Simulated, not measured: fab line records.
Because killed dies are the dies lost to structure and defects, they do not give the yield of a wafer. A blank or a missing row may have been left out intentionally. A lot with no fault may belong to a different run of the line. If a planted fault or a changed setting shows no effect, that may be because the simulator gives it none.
Comparing a struck lot with a sound one | flow sky130 | 19 out of 708 route steps
Sound: the wafers L290.2, L290.3, L290.4. Wafers struck: L294.1, L294.2, L294.6. At the end, the cause is stated.
At each step with rows: each side's tool, then ch and its chambers, then its first start. Under that, the readings that differ: sound wafers | struck wafers | difference of the means | sigmas: that difference in standard deviations of wafers without a fault.
alike: a reading whose means differ by less than 2 such deviations, as well as words and numbers matching on both sides. not compared: withheld readings; readings where some wafer has no value; bounds like >300 that might hide an equal value; numbers whose values overlap and for which the record gives no deviation.
Wherever a step has rows on one side only, a row that says differs or no value, or a row with sigmas, the two part there. Numbers that don't overlap but have no deviation are shown without sigmas and don't part them. A reading missing from all wafers of one side parts the sides only when that side holds two or more wafers.

first, 1 step without rows for these wafers: SKY_LDD_HVP_IMPLANT_08.
SKY_LDD_HVP_STRIP_09: strips in O2/N2.
  sound on plasmaAsher-03 ch 0,1, day 22 08:16; struck on plasmaAsher-04 ch 0,1, day 24 01:57
  alike: drypumpMotorCurrentA, oesProductAu, stripTimeToEndpointS
  not compared: rfHoursCounterH
SKY_LDD_HVP_TW_MEAS_10:
  sound: filmMetro-03 at day 22 08:23; struck: filmMetro-03 at day 24 02:03
  alike: LDD_HVP_TW
then, 7 steps without rows for these wafers: SKY_LDD_LDN_DEHYDRATE_00 (time 60 s); SKY_LDD_LDN_HMDS_01 (prime time 60 s); SKY_LDD_LDN_COAT_02 (resist thk 1140 nm); SKY_LDD_LDN_SOFTBAKE_03 (time 60 s); SKY_LDD_LDN_EXPOSE_04 (exposes mask LDNTM, target cd 700 nm); SKY_LDD_LDN_PEB_05; SKY_LDD_LDN_DEVELOP_06 (develop time 60 s).
SKY_LDD_LDN_OVL_MEAS_07:
  sound: overlay-01 at day 23 14:15; struck: overlay-01 at day 25 07:32
  alike: LDD_LDN_OVL
after that, 1 step had no rows for these wafers: SKY_LDD_LDN_IMPLANT_08.
SKY_LDD_LDN_IMPLANT_09:
  sound on implanter-04 ch 0, day 23 14:27; struck on implanter-03 ch 0, day 25 07:44
reading                  | sound             | struck            | difference | sigmas
implantIonAmu            | 75 75 75          | 31 31 31          | -44        | 
model.implant.rpNm (nm)  | 12.39 12.39 12.39 | 23.43 23.43 23.43 | +11.04     | 
model.implant.drpNm (nm) | 5.933 5.933 5.933 | 10.9 10.9 10.9    | +5.0       | 
  alike: rotationDeg
then, 2 steps without rows for these wafers: SKY_LDD_LDN_IMPLANT_10; SKY_LDD_LDN_IMPLANT_11.
SKY_LDD_LDN_STRIP_12: strips in O2/N2.
  sound on plasmaAsher-04 ch 0,1, day 23 14:53; struck on plasmaAsher-01 ch 0,1, day 25 08:11
reading                  | sound             | struck            | difference | sigmas
stripTimeToEndpointS (s) | 14.28 14.21 14.24 | 14.13 14.14 14.17 | -0.10      | -3
  alike: drypumpMotorCurrentA, oesProductAu
  not compared: rfHoursCounterH
SKY_LDD_LDN_TW_MEAS_13:
  sound: filmMetro-03 at day 23 14:59; struck: filmMetro-03 at day 25 08:17
reading    | sound          | struck         | difference | sigmas
LDD_LDN_TW | 1473 1477 1480 | 1412 1415 1410 | -64        | -9
then, 1 step without rows for these wafers: SKY_LDD_LDN_CLEAN_14 (cleans in SC1/SC2, time 150 s).
-- here the record skips 22 days between the struck wafers' starts before and after, leaving off in module LDD_LDN and picking up in module PAD_OPEN (first step shown: number 708 of the route) --
SKY_PAD_OPEN_PROBE_99:
  sound: prober-01 at day 46 08:15; struck: prober-02 at day 47 08:04
reading                                 | sound                  | struck                 | difference | sigmas
model.etest.tipSonos.rsOhmSq            | 2705 2720 2670         | 1878 1864 1857         | -832       | 
model.etest.sonosUncharged.rOnOhmUm     | 814.4 820.8 792        | 760.2 756.1 767.5      | -47.8      | 
model.etest.sonosProgrammed.offLog10AUm | -13.86 -14.04 -14.02   | -11.73 -10.83 -11.43   | +2.64      | 
model.etest.sonosProgrammed.vtV (V)     | 1.448 1.436 1.386      | 1.292 1.2 1.289        | -0.163     | 
model.etest.sonosUncharged.vtV (V)      | -0.4201 -0.431 -0.4926 | -0.5877 -0.5736 -0.536 | -0.1179    | 
model.etest.sonosBaked.vtV (V)          | 0.9713 0.9502 0.9336   | 0.7866 0.7384 0.8103   | -0.1733    | 
model.etest.sonosErased.vtV (V)         | -2.264 -2.122 -2.243   | -2.371 -2.32 -2.382    | -0.148     | 
  alike: killed_at_M0_to_M3, killed_at_M4_up, killedAtContacts, killedAtFrontEnd, killedAtOther, killedDies, killedOpen, killedShort

== WHERE THEY PART ==
First at SKY_LDD_LDN_STRIP_12; last, within this record, at SKY_LDD_LDN_TW_MEAS_13. Later steps at which nothing parts them and some readings are alike: SKY_PAD_OPEN_PROBE_99.

WHY: whatever the simulator had introduced
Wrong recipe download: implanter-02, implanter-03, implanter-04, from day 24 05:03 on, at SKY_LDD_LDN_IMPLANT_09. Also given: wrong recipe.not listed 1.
